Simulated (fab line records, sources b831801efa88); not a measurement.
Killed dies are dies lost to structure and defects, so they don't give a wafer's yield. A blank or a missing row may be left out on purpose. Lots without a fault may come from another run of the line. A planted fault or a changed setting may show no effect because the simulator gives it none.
fab line records | flow sfq_line
record lots=5 wafers=15 last_day=76
route steps=325 shown M7@285 I7@296
lots that met no fault: from a run of the same line without faults
start_h: hours from the record's first day to the start of the lot's first wafer shown | wait_h: hours since the lot's step before | " the same as in the row above | L1.1+2: a row that stands for several wafers | - no value, or no start given | * or withheld: withheld | < > ~ a bound
route shown NAME@n: a module of which the file shows steps, and the number in the route of the first | usual: mean/standard deviation of fault-free wafers | same: alike in all rows | chamber/n: place in a boat | sites: the reading at each site | _std_site: their standard deviation | _edge_site: outer sites' mean less inner sites' | radius_mm: how far each site lies from the wafer's centre | mask NAME#n: copy n | behind: the tool/chamber that last shaped the wafer | hold: why the lot was held/for how many hours/how that ended | device: the transistor (n, p or np) that didn't switch | end of line: the same wafers' tests at the end of the route | a step without rows: its recipe alone | killed: dies lost to structure and defects at the first sort, not the wafer's yield | map: a wafer's dies, x killed, . not, _ none there
set.NAME: the setting as run; set.NAME@STEP: as run at that earlier step | model.NAME: the simulator's own value behind a step, which no gauge read
lots at some steps of the route; a table a step, a row a wafer
services: from which hour (start_h, from the record's first day; less than 0 if before it) a tool's chamber was out of use, for how many hours, and why
## steps
# step SFQ_TRILAYER_M7_LITHO_COAT_182
# recipe resist=BARC spin_rpm=3000 resist_thk_nm=62
# step SFQ_TRILAYER_M7_LITHO_COAT_177
# recipe resist=KrF spin_rpm=3000 resist_thk_nm=600
# step SFQ_TRILAYER_M7_LITHO_SOFTBAKE_181
# recipe temp_c=withheld time_s=withheld resist=KrF
# step SFQ_TRILAYER_M7_LITHO_EXPOSE_178
# recipe mask_id=M7 na=0.6 source_shape=conventional sigma_outer=0.65 target_cd_nm=500 dose_mj=14.4
# step SFQ_TRILAYER_M7_LITHO_PEB_180
# recipe peb_temp_c=115 peb_time_s=60 resist=KrF
# step SFQ_TRILAYER_M7_LITHO_DEVELOP_179
# recipe time_s=60 resist=KrF
# step SFQ_M7_OVL_MEAS_945
# usual M7_OVL=2/5.1
# columns lot.wafer tool chamber start_h wait_h M7_OVL[nm]
L337.1 overlay-02 - 1634.55 0.1 -3
L337.3 " - " " -7
L337.4 " - " " 0
L343.2 overlay-01 - 1726.84 0.1 0
L343.4 " - " " -3
L343.5 " - " " -5
L344.2 overlay-01 - 1729.24 0.1 -2
L344.3 " - " " -4
L344.4 " - " " 3
L347.2 overlay-02 - 1750.14 0.1 -2
L347.4 " - " " -1
L347.6 " - " " -5
L349.2 overlay-02 - 1758.54 0.1 17
L349.4 " - " " 11
L349.5 " - " " 12
# step SFQ_TRILAYER_M7_BARC_OPEN_METAL_ETCH_229
# recipe mask_material=PR chemistry=O2 target_depth_nm=125 target=BARC icp_w=600 bias_w=80 pressure_mtorr=10 time_s=41.7
# step SFQ_TRILAYER_M7_ETCH_METAL_ETCH_180
# recipe target=Nb stop_on=SiO2 mask_material=PR chemistry=Cl2/Ar target_depth_nm=240 icp_w=600 bias_w=80 pressure_mtorr=10 time_s=120
# usual drypump_motor_current_A=5.9/0.53 oes_product_au=0.896/0.0064 rf_fwd_power_W=596.8/2
# columns lot.wafer tool chamber start_h wait_h drypump_motor_current_A oes_product_au rf_fwd_power_W rf_hours_counter_h
L337.1 rie_metal-04 0 1634.64 0.0 6.2 0.889 596.2 49
L337.3 " 0 " " 6.2 0.894 593.5 -
L337.4 " 1 " " 5.3 0.883 596.4 -
L343.2 rie_metal-03 1 1726.93 0.0 5.0 0.895 595.7 25
L343.4 " 0 " " 6.0 0.902 599.2 -
L343.5 " 1 " " 5.0 0.899 595.4 -
L344.2 rie_metal-03 0 1729.33 0.0 6.0 0.895 597.5 89
L344.3 " 0 " " 5.9 0.904 596.5 -
L344.4 " 1 " " 5.0 0.902 591.2 -
L347.2 rie_metal-02 1 1750.23 0.0 6.0 0.898 597.9 83
L347.4 " 1 " " 6.0 0.893 595.1 -
L347.6 " 0 " " 6.6 0.887 597.8 -
L349.2 rie_metal-02 0 1758.63 0.0 6.6 0.905 597.4 34
L349.4 " 1 " " 6.0 0.890 596.2 -
L349.5 " 1 " " 6.0 0.900 599.1 -
# step SFQ_TRILAYER_M7_STRIP_STRIP_181
# recipe gas=O2 power_w=200 platen_temp_c=40 overash_fraction=0.65 chemistry=O2 pressure_mtorr=50
# usual drypump_motor_current_A=5.9/0.53 oes_product_au=0.998/0.0097
# columns lot.wafer tool chamber start_h wait_h drypump_motor_current_A oes_product_au rf_hours_counter_h
L337.1 rie_metal-04 0 1634.77 0.1 6.2 1.012 49
L337.3 " 0 " " 6.2 1.010 -
L337.4 " 1 " " 5.3 1.025 -
L343.2 rie_metal-03 1 1727.06 0.1 5.0 0.992 25
L343.4 " 0 " " 6.0 0.995 -
L343.5 " 1 " " 5.0 0.994 -
L344.2 rie_metal-03 0 1729.46 0.1 6.0 1.017 89
L344.3 " 0 " " 6.0 1.011 -
L344.4 " 1 " " 5.0 1.002 -
L347.2 rie_metal-02 1 1750.36 0.1 6.0 1.000 83
L347.4 " 1 " " 5.9 0.991 -
L347.6 " 0 " " 6.6 0.988 -
L349.2 rie_metal-02 0 1758.76 0.1 6.6 0.993 34
L349.4 " 1 " " 5.9 0.989 -
L349.5 " 1 " " 5.9 0.984 -
# step SFQ_TRILAYER_M7_STRIP_SOLV_CLEAN_182
# recipe chemistry=NMP temp_c=70 time_s=600
# step SFQ_TRILAYER_I7_DEP_PECVD_183
# recipe material=SiO2 temp_c=150 time_s=111.11 pressure_torr=2.4 rf_w=183.3 precursor=SiH4/N2O target_thk_nm=500
# usual heater_power_w=81/14 rf_fwd_power_W=182.1/0.69 throttle_valve_pct=24.8/1.5
# columns lot.wafer tool chamber start_h wait_h heater_power_w rf_fwd_power_W throttle_valve_pct
L337.1 pecvd-01 1 1635.54 0.0 88 181.6 24.9
L337.3 " 0 " " 100 183.3 25.5
L337.4 " 2 " " 57 182.5 26.6
L343.2 pecvd-01 1 1727.83 0.0 88 181.3 24.4
L343.4 " 2 " " 53 183.0 26.9
L343.5 " 1 " " 87 181.7 24.4
L344.2 pecvd-03 1 1730.23 0.0 75 182.6 23.0
L344.3 " 0 " " 102 182.2 25.5
L344.4 " 2 " " 81 181.1 27.0
L347.2 pecvd-01 1 1751.13 0.0 74 181.9 24.3
L347.4 " 0 " " 111 182.6 25.6
L347.6 " 1 " " 78 181.8 24.5
L349.2 pecvd-03 0 1759.53 0.0 91 182.4 25.5
L349.4 " 2 " " 78 181.7 27.4
L349.5 " 2 " " 81 182.2 27.3
# step SFQ_TRILAYER_I7_CMP_CMP_184
# recipe material=SiO2 down_force_psi=3 platen_rpm=60 pad_velocity_m_s=0.94248
# usual motor_current_A=10.6/0.57 time_to_endpoint_s=213/5.9
# columns lot.wafer tool chamber start_h wait_h motor_current_A time_to_endpoint_s model.SiO2_of_TRILAYER_I7_DEP_PECVD_183.thk_nm
L337.4 cmp-02 3 1640.90 5.3 11.0 213 199.8
L337.1 " 1 1641.90 6.3 10.3 208 200.8
L337.3 " 2 " " 11.2 210 200.1
L343.2 cmp-02 3 1728.91 1.0 11.0 203 200.5
L343.4 " 0 " " 10.2 208 200.5
L343.5 " 1 " " 9.8 215 201.7
L344.3 cmp-01 0 1732.05 1.8 11.4 214 199.8
L344.2 " 1 " " 10.8 207 200.4
L344.4 " 2 " " 10.2 216 201
L347.2 cmp-02 3 1752.53 1.4 10.9 207 199.5
L347.4 " 1 1753.53 2.3 9.9 213 200.6
L347.6 " 3 1754.53 3.3 10.8 207 199.9
L349.2 cmp-02 1 1761.91 2.3 10.3 217 201.5
L349.4 " 2 " " 12.1 205 220.5
L349.5 " 1 1763.91 4.3 10.0 226 201.4
# step SFQ_I7_BOW_MEAS_946
# recipe mode=bow
# usual I7_BOW=6/10
# columns lot.wafer tool chamber start_h wait_h I7_BOW[um]
L337.1 film_metro-01 - 1643.90 1.5 8
L337.3 " - " " 12
L337.4 " - " " 21
L343.2 film_metro-03 - 1730.93 1.5 9
L343.4 " - " " 17
L343.5 " - " " 21
L344.2 film_metro-02 - 1734.57 1.5 8
L344.3 " - " " 1
L344.4 " - " " -5
L347.2 film_metro-03 - 1755.05 2.0 8
L347.4 " - " " 1
L347.6 " - " " 14
L349.2 film_metro-02 - 1764.43 2.0 -2
L349.4 " - " " -6
L349.5 " - " " -14
# step SFQ_TRILAYER_I7_METRO_MEASURE_185
# usual thk_nm=199.9/0.87
# columns lot.wafer tool chamber start_h wait_h thk_nm
L337.1 film_metro-01 - 1644.02 0.1 200.9
L337.3 " - " " 199.9
L337.4 " - " " 199.9
L343.2 film_metro-03 - 1731.23 0.3 200.5
L343.4 " - " " 200.7
L343.5 " - " " 201.7
L344.2 film_metro-02 - 1734.87 0.3 200.4
L344.3 " - " " 199.7
L344.4 " - " " 201.0
L347.2 film_metro-03 - 1755.35 0.3 199.5
L347.4 " - " " 200.6
L347.6 " - " " 200.0
L349.2 film_metro-02 - 1764.73 0.3 201.5
L349.4 " - " " 220.4
L349.5 " - " " 201.2
# step SFQ_TRILAYER_I7_VIA_LITHO_COAT_192
# recipe resist=BARC spin_rpm=3000 resist_thk_nm=62
# step SFQ_TRILAYER_I7_VIA_LITHO_COAT_187
# recipe resist=KrF spin_rpm=3000 resist_thk_nm=650
# step SFQ_TRILAYER_I7_VIA_LITHO_SOFTBAKE_191
# recipe temp_c=withheld time_s=withheld resist=KrF
# step SFQ_TRILAYER_I7_VIA_LITHO_EXPOSE_188
# recipe mask_id=I7 na=0.6 source_shape=conventional sigma_outer=0.65 target_cd_nm=1000 dose_mj=21.3
# step SFQ_TRILAYER_I7_VIA_LITHO_PEB_190
# recipe peb_temp_c=115 peb_time_s=60 resist=KrF
# step SFQ_TRILAYER_I7_VIA_LITHO_DEVELOP_189
# recipe time_s=60 resist=KrF
# step SFQ_I7_OVL_MEAS_947
# usual I7_OVL=3/6.2
# columns lot.wafer tool chamber start_h wait_h I7_OVL[nm]
L337.1 overlay-02 - 1670.55 0.1 3
L337.3 " - " " 3
L337.4 " - " " 0
L343.2 overlay-01 - 1734.49 0.1 -2
L343.4 " - " " 6
L343.5 " - " " -10
L344.2 overlay-02 - 1738.14 0.1 -1
L344.3 " - " " 6
L344.4 " - " " 2
L347.2 overlay-02 - 1762.14 0.1 7
L347.4 " - " " 3
L347.6 " - " " 1
L349.2 overlay-02 - 1819.97 0.1 13
L349.4 " - " " 16
L349.5 " - " " 9
# step SFQ_TRILAYER_I7_VIA_BARC_OPEN_VIA_ETCH_260
# recipe mask_material=PR chemistry=O2 target_depth_nm=125 target=BARC source_w=500 bias_w=80 pressure_mtorr=30 time_s=41.7
# usual drypump_motor_current_A=5.6/0.46 oes_product_au=0.685/0.0048 rf_fwd_power_W=493.9/1.8
# columns lot.wafer tool chamber start_h wait_h drypump_motor_current_A oes_product_au rf_fwd_power_W rf_hours_counter_h
L337.1 rie_diel-04 2 1670.58 0.0 5.5 0.681 495.3 2
L337.3 " 1 " " 4.8 0.691 492.5 3
L337.4 " 0 " " 6.1 0.689 491.7 11
L343.2 rie_diel-03 1 1734.52 0.0 5.6 0.678 493.3 14
L343.4 " 0 " " 6.3 0.688 493.1 13
L343.5 " 0 " " 6.3 0.692 492.1 -
L344.2 rie_diel-02 1 1738.17 0.0 5.1 0.682 494.0 0
L344.3 " 2 " " 5.6 0.682 495.4 6
L344.4 " 0 " " 6.4 0.684 497.1 -
L347.2 rie_diel-04 2 1762.17 0.0 5.6 0.685 497.0 3
L347.4 " 1 " " 4.9 0.692 493.7 4
L347.6 " 0 " " 6.1 0.690 490.1 -
L349.2 rie_diel-03 0 1820.00 0.0 6.3 0.679 493.4 14
L349.4 " 3 " " 5.7 0.689 493.9 6
L349.5 " 3 " " 5.7 0.688 494.1 -
# step SFQ_TRILAYER_I7_VIA_ETCH_VIA_ETCH_190
# recipe target=SiO2 stop_on=Nb mask_material=PR taper_deg=20 chemistry=CHF3 target_depth_nm=260 source_w=500 bias_w=80 pressure_mtorr=30 time_s=withheld
# usual drypump_motor_current_A=5.6/0.45 oes_product_au=0.854/0.0049 rf_fwd_power_W=497.9/1.5
# columns lot.wafer tool chamber start_h wait_h drypump_motor_current_A oes_product_au rf_fwd_power_W model.etch.depth_nm model.I7.feature_depth_nm
L337.1 rie_diel-04 2 1670.62 0.0 5.6 0.855 500.2 200.8 200.8
L337.3 " 1 " " 4.9 0.852 498.9 200.1 200.1
L337.4 " 0 " " 6.1 0.849 497.9 199.8 199.8
L343.2 rie_diel-03 1 1734.56 0.0 5.5 0.857 496.0 200.5 200.5
L343.4 " 0 " " 6.3 0.859 497.2 200.5 200.5
L343.5 " 0 " " 6.3 0.853 496.4 201.7 201.7
L344.2 rie_diel-02 1 1738.21 0.0 5.1 0.858 500.3 200.4 200.4
L344.3 " 2 " " 5.6 0.853 496.3 199.8 199.8
L344.4 " 0 " " 6.4 0.850 496.0 201 201
L347.2 rie_diel-04 2 1762.21 0.0 5.6 0.853 497.7 199.5 199.5
L347.4 " 1 " " 4.8 0.857 500.9 200.6 200.6
L347.6 " 0 " " 6.2 0.860 499.8 199.9 199.9
L349.2 rie_diel-03 0 1820.04 0.0 6.3 0.860 496.7 201.5 201.5
L349.4 " 3 " " 5.8 0.903 497.1 220.5 220.5
L349.5 " 3 " " 5.7 0.852 496.7 201.4 201.4
# step SFQ_TRILAYER_I7_VIA_STRIP_STRIP_191
# recipe gas=O2 power_w=200 platen_temp_c=40 overash_fraction=0.65 chemistry=O2 pressure_mtorr=50
# usual drypump_motor_current_A=5.7/0.51 oes_product_au=0.997/0.0082
# columns lot.wafer tool chamber start_h wait_h drypump_motor_current_A oes_product_au rf_hours_counter_h
L337.1 rie_metal-01 0 1670.74 - 5.3 0.996 112
L337.3 " 0 " " 5.3 1.002 -
L337.4 " 1 " " 5.7 1.005 -
L343.2 rie_metal-03 1 1734.67 - 5.0 1.004 26
L343.4 " 0 " " 5.9 1.010 -
L343.5 " 1 " " 5.0 1.001 -
L344.2 rie_metal-03 0 1738.32 - 6.0 0.999 90
L344.3 " 1 " " 5.0 0.998 -
L344.4 " 0 " " 6.0 0.989 -
L347.2 rie_metal-03 1 1762.32 - 5.0 0.987 31
L347.4 " 1 " " 5.0 1.001 -
L347.6 " 1 " " 5.0 1.004 -
L349.2 rie_metal-03 0 1820.15 - 5.9 0.996 104
L349.4 " 0 " " 6.0 0.998 -
L349.5 " 1 " " 5.0 0.991 -
## services
# columns tool chamber start_h hours kind
pecvd-01 - 1616.02 9.0 repair
cmp-02 - 1626.64 8.3 pm
film_metro-03 - 1636.50 0.4 pm
rie_diel-02 - 1637.06 2.8 pm
rie_diel-03 2 1646.57 6.0 repair
film_metro-02 - 1651.43 0.2 pm
film_metro-02 - 1654.10 0.3 pm
pecvd-03 - 1657.29 1.0 repair
cmp-02 - 1667.90 4.7 pm
rie_diel-04 3 1673.78 20.3 repair
pecvd-01 1 1684.43 5.5 repair
rie_metal-02 1 1685.65 4.7 repair
cmp-02 - 1685.85 2.0 repair
rie_diel-04 2 1692.74 8.1 repair
pecvd-01 - 1719.84 2.8 pm
rie_diel-03 0 1720.60 5.3 repair
rie_diel-03 2 1721.16 3.1 repair
cmp-02 - 1732.14 1.4 repair
pecvd-01 - 1733.09 0.6 repair
rie_diel-03 - 1740.01 14.6 pm
cmp-02 - 1776.41 4.0 pm
pecvd-01 2 1791.23 3.8 repair
pecvd-01 1 1791.54 6.3 repair
rie_diel-04 0 1802.91 2.8 repair
## key
first_sign step=SFQ_TRILAYER_I7_METRO_MEASURE_185 reading=thk_nm direction=up sigmas=24 usual=199.9 struck=220.4
effect step=SFQ_TRILAYER_I7_VIA_ETCH_VIA_ETCH_190 reading=oes_product_au direction=up sigmas=9.9 usual=0.854 struck=0.903
model_effect step=SFQ_TRILAYER_I7_CMP_CMP_184 value=SiO2_of_TRILAYER_I7_DEP_PECVD_183.thk_nm without=200.5 struck=220.5
model_effect step=SFQ_TRILAYER_I7_VIA_ETCH_VIA_ETCH_190 value=etch.depth_nm without=200.5 struck=220.5
met_at SFQ_TRILAYER_I7_CMP_CMP_184
struck_wafers L349.4
onset_between 1640.90 1761.91
fault kind=process_parameter_drift tool=cmp-02 chamber=2 onset_h=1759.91 steps=SFQ_TRILAYER_I7_CMP_CMP_184 channel=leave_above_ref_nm offset=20 shape=step end_h=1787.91 acts_in=these_recipes_only stated=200
